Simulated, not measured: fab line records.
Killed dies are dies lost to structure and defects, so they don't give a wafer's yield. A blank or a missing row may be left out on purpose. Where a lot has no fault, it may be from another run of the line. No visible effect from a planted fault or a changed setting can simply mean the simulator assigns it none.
The tool behind it: which one?    flow sky130    Sampling: 24 lots, 72 wafers, 4 of 708 route steps

## WHAT EACH GAUGE READ, for each wafer
SKY_VIA1_BOW_MEAS_03. Usual: VIA1_BOW typically reads 79 um, with standard deviation 7.7.
lot   measured      on            VIA1_BOW (um)  flag
L075  day 34 05:19  filmMetro-01  77 69 80       
L074  day 34 07:19  filmMetro-03  76 82 71       
L076  day 34 09:22  filmMetro-04  70 80 89       
L077  day 34 11:01  filmMetro-01  84 82 69       
L078  day 34 20:31  filmMetro-04  84 80 73       
L079  day 35 06:08  filmMetro-01  76 72 81       
L080  day 35 14:10  filmMetro-04  80 70 77       
L081  day 35 17:17  filmMetro-04  79 61 77       
L082  day 35 17:36  filmMetro-01  91 71 77       
L083  day 36 03:57  filmMetro-04  81 72 89       
L084  day 36 15:17  filmMetro-03  86 80 86       
L085  day 36 20:26  filmMetro-04  68 72 73       
L086  day 37 00:37  filmMetro-01  65 72 78       
L087  day 37 04:41  filmMetro-04  80 71 73       
L088  day 37 17:31  filmMetro-03  88 85 96       
L089  day 37 18:43  filmMetro-01  79 74 83       
L090  day 38 00:10  filmMetro-01  89 93 83       
L091  day 38 06:18  filmMetro-03  71 79 74       
L092  day 38 18:02  filmMetro-01  90 87 81       
L093  day 39 00:37  filmMetro-03  76 76 78       
L094  day 39 11:57  filmMetro-01  87 68 87       
L095  day 39 21:36  filmMetro-01  95 100 83      
L097  day 39 23:40  filmMetro-03  94 76 80       
L096  day 40 03:43  filmMetro-03  78 82 85       

SKY_VIA1_THK_MEAS_23: measures by xrf. Usual: VIA1_W_THK typically reads 275 nm, with standard deviation 5.3.
lot   measured      on            VIA1_W_THK (nm)  flag
L075  day 35 08:52  filmMetro-03  274 276 275      
L074  day 35 10:32  filmMetro-01  270 271 275      
L076  day 35 13:22  filmMetro-03  273 274 272      
L077  day 35 15:10  filmMetro-04  272 281 271      
L078  day 36 00:14  filmMetro-01  268 260 264      
L079  day 36 09:57  filmMetro-01  277 273 271      
L080  day 36 18:22  filmMetro-03  287 269 283      
L081  day 36 20:49  filmMetro-03  271 278 271      
L082  day 36 21:13  filmMetro-03  269 274 280      
L083  day 37 07:14  filmMetro-04  276 277 277      
L084  day 37 19:16  filmMetro-03  281 269 281      
L085  day 38 00:39  filmMetro-01  277 271 275      
L086  day 38 04:05  filmMetro-04  275 286 274      
L087  day 38 08:11  filmMetro-04  275 269 272      
L088  day 38 19:43  filmMetro-04  272 274 274      
L089  day 38 21:52  filmMetro-04  273 276 269      
L090  day 39 02:06  filmMetro-01  277 278 279      
L091  day 39 08:15  filmMetro-03  271 284 268      
L092  day 39 19:28  filmMetro-04  290 275 272      
L093  day 40 03:34  filmMetro-03  277 276 278      
L094  day 40 14:09  filmMetro-01  278 277 278      
L095  day 40 23:34  filmMetro-01  280 271 284      
L097  day 41 01:16  filmMetro-01  263 269 280      
L096  day 41 05:26  filmMetro-04  274 275 270      

SKY_CAP2M_OVL_MEAS_12. Usual: CAP2M_OVL typically reads -1.3 nm, with standard deviation 1.3.
lot   measured      on          CAP2M_OVL (nm)  flag
L075  day 41 23:28  overlay-02  1.4 0.0 -0.1    
L074  day 42 01:19  overlay-01  0.9 -1.3 0.3    
L076  day 42 05:13  overlay-01  -2.6 -2.9 -2.4  
L077  day 42 07:11  overlay-02  -1.9 -0.5 -1.5  
L078  day 42 14:01  overlay-02  0.4 0.9 1.2     
L079  day 42 21:37  overlay-01  -1.7 -2.7 -4.4  
L080  day 43 08:20  overlay-01  -2.2 -0.8 0.8   
L081  day 43 11:05  overlay-01  -1.1 -2.0 -2.6  
L082  day 43 10:47  overlay-02  0.8 -0.5 0.7    
L083  day 43 19:25  overlay-01  -1.9 -1.8 -2.4  
L084  day 44 05:19  overlay-02  0.3 0.0 -1.7    
L085  day 44 10:16  overlay-01  -0.6 0.7 -0.9   
L086  day 44 13:15  overlay-01  -1.3 -0.8 -1.1  
L087  day 44 15:25  overlay-02  -2.1 -0.4 -1.8  
L088  day 45 01:31  overlay-02  -1.1 -1.6 -2.3  
L089  day 45 04:00  overlay-01  -4.3 -2.5 -3.1  
L090  day 45 09:04  overlay-01  -1.3 -2.9 -1.9  
L091  day 45 13:34  overlay-01  -1.0 -0.1 -1.7  
L092  day 45 20:56  overlay-01  -0.2 -2.3 -1.3  
L093  day 46 06:11  overlay-01  -2.2 -3.5 -2.4  
L094  day 46 13:30  overlay-01  -2.8 -2.2 -3.0  
L095  day 46 19:05  overlay-01  -0.3 -2.2 -1.3  
L097  day 47 00:02  overlay-01  -0.4 -2.6 -3.4  
L096  day 47 05:07  overlay-01  -1.3 -0.3 -0.9  

## WHAT TOOL EACH LOT RAN ON (gives the tool, then ch and the chambers of the sampled wafers, and finally the start)
lot   SKY_LI_CONTACT_SPUTTER_20
L075  pvdSputter-02, day 30 14:12
L074  pvdSputter-03, day 30 16:18
L076  pvdSputter-02, day 30 16:24
L077  pvdSputter-01, day 30 18:19
L078  pvdSputter-03, day 31 04:26
L079  pvdSputter-02, day 31 16:36
L080  pvdSputter-03, day 31 22:46
L081  pvdSputter-01, day 32 01:21
L082  pvdSputter-02, day 32 02:05
L083  pvdSputter-02, day 32 12:18
L084  pvdSputter-02, day 33 01:45
L085  pvdSputter-01, day 33 05:45
L086  pvdSputter-02, day 33 11:00
L087  pvdSputter-01, day 33 15:36
L088  pvdSputter-03, day 34 02:55
L089  pvdSputter-03, day 34 04:36
L090  pvdSputter-02, day 34 09:40
L091  pvdSputter-01, day 34 17:24
L092  pvdSputter-01, day 35 05:36
L093  pvdSputter-01, day 35 12:33
L094  pvdSputter-02, day 36 00:48
L095  pvdSputter-02, day 36 10:15
L097  pvdSputter-02, day 36 13:10
L096  pvdSputter-03, day 36 17:13
- SKY_LI_CONTACT_SPUTTER_20: material TiN, target thk 20 nm, time 80 s.

## AS READ BY THE TOOLS THEMSELVES (means over the sampled wafers that have a number; for cases with no such wafer, the mark the record gives instead)
SKY_LI_CONTACT_SPUTTER_20. Usual: 30.2 % for throttleValvePct, sd 1.
lot   tool           throttleValvePct (%)  flag
L075  pvdSputter-02  30.1                  
L074  pvdSputter-03  31.1                  
L076  pvdSputter-02  29.6                  
L077  pvdSputter-01  30.8                  
L078  pvdSputter-03  31.0                  
L079  pvdSputter-02  30.7                  
L080  pvdSputter-03  30.2                  
L081  pvdSputter-01  30.2                  
L082  pvdSputter-02  30.3                  
L083  pvdSputter-02  30.5                  
L084  pvdSputter-02  29.5                  
L085  pvdSputter-01  30.2                  
L086  pvdSputter-02  30.2                  
L087  pvdSputter-01  29.7                  
L088  pvdSputter-03  30.2                  
L089  pvdSputter-03  30.8                  
L090  pvdSputter-02  30.1                  
L091  pvdSputter-01  30.0                  
L092  pvdSputter-01  29.8                  
L093  pvdSputter-01  29.9                  
L094  pvdSputter-02  29.6                  
L095  pvdSputter-02  29.6                  
L097  pvdSputter-02  30.3                  
L096  pvdSputter-03  31.2                  

## THE ANSWER, worked out from the rows above alone
Rule: a lot is off if the mean of its wafers that have a number lies more than 3 standard deviations from the usual mean. A lot without any number at a reading at which 4 lots or more have one is off too. Any other lot the step has rows for is counted as sound. After the gauges, taken in route order, come the tools' own readings; for these a lot's mean is taken, as printed above. The first step at which some lot is off is used, and at that step the reading that is off furthest; a lot without a number counts as furthest.
Nothing can be told from this: no lot is off at any reading shown.

## WHAT THE SIMULATOR PUT IN
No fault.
